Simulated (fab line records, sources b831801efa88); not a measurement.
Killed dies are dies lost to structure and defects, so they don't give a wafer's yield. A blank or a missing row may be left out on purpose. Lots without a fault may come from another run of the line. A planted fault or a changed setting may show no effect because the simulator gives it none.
A struck lot beside a sound one | flow gf180mcu | 14 steps out of a route of 602
Sound: wafers L276.1, L276.2, L276.6. Struck: wafers L286.2, L286.4, L286.5. The cause comes at the end.
At each step with rows: each side's tool, then ch and its chambers, then its first start. Under that, the readings that differ: sound wafers | struck wafers | difference of the means | sigmas: that difference in standard deviations of wafers without a fault.
alike: readings whose means differ by less than 2 such deviations, and words and numbers that are the same on both sides. not compared: withheld readings, readings that some wafer has no value for, bounds like >300 that may hide the same value, and numbers for which the record gives no deviation and whose values overlap.
The two part at a step that has a row with sigmas, a row that says differs or no value, or rows on one side only. Numbers that don't overlap but have no deviation are shown without sigmas and don't part them. A reading that every wafer of one side lacks parts them only if that side has two wafers or more.

first, 3 steps without rows for these wafers: GF_MVPSD_EXPOSE_04 (exposes mask MVPSD, target cd 1000 nm); GF_MVPSD_PEB_05; GF_MVPSD_DEVELOP_06 (develop time 60 s).
GF_MVPSD_OVL_MEAS_07:
  sound on overlay-01, day 5 07:22; struck on overlay-01, day 7 20:17
  alike: MVPSD_OVL
then, 2 steps without rows for these wafers: GF_MVPSD_IMPLANT_08; GF_MVPSD_IMPLANT_09.
GF_MVPSD_STRIP_10: strips in O2/N2.
  sound on plasma_asher-03 ch 0,1, day 5 07:43; struck on plasma_asher-01 ch 0,1, day 7 20:37
  reading                      | sound             | struck            | difference | sigmas
  drypump_motor_current_A (A)  | 5.4 5.0 5.4       | 6.0 6.0 6.0       | +0.7       | +2
  strip_time_to_endpoint_s (s) | 36.80 36.70 36.85 | 37.04 37.03 37.10 | +0.27      | +3
  alike: heater_power_w, oes_product_au
  not compared: rf_hours_counter_h
GF_MVPSD_TW_MEAS_11:
  sound on film_metro-03, day 5 07:49; struck on film_metro-04, day 7 20:43
  alike: MVPSD_TW
then, 4 steps without rows for these wafers: GF_VT_IMPLANT_DEHYDRATE_00 (time 60 s); GF_VT_IMPLANT_HMDS_01 (prime time 60 s); GF_VT_IMPLANT_COAT_02 (resist thk 1000 nm); GF_VT_IMPLANT_SOFTBAKE_03 (time 60 s).
GF_VT_IMPLANT_EXPOSE_04: exposes mask LVPWELL LV AREA, target cd 600 nm.
  sound on iline_stepper-02 ch 0, day 5 15:11; struck on iline_stepper-01, day 8 05:38
  no value came back on the struck wafers for exposure_dose_mJ_cm2, focus_offset_nm (nm); on the sound wafers exposure_dose_mJ_cm2 reads 139.97 140.03 140.12
  alike: mask
then, 1 step without rows for these wafers: GF_VT_IMPLANT_PEB_05.

WHERE THEY PART
First at GF_MVPSD_STRIP_10; last, within this record, at GF_VT_IMPLANT_EXPOSE_04.

WHY: what the simulator had put in
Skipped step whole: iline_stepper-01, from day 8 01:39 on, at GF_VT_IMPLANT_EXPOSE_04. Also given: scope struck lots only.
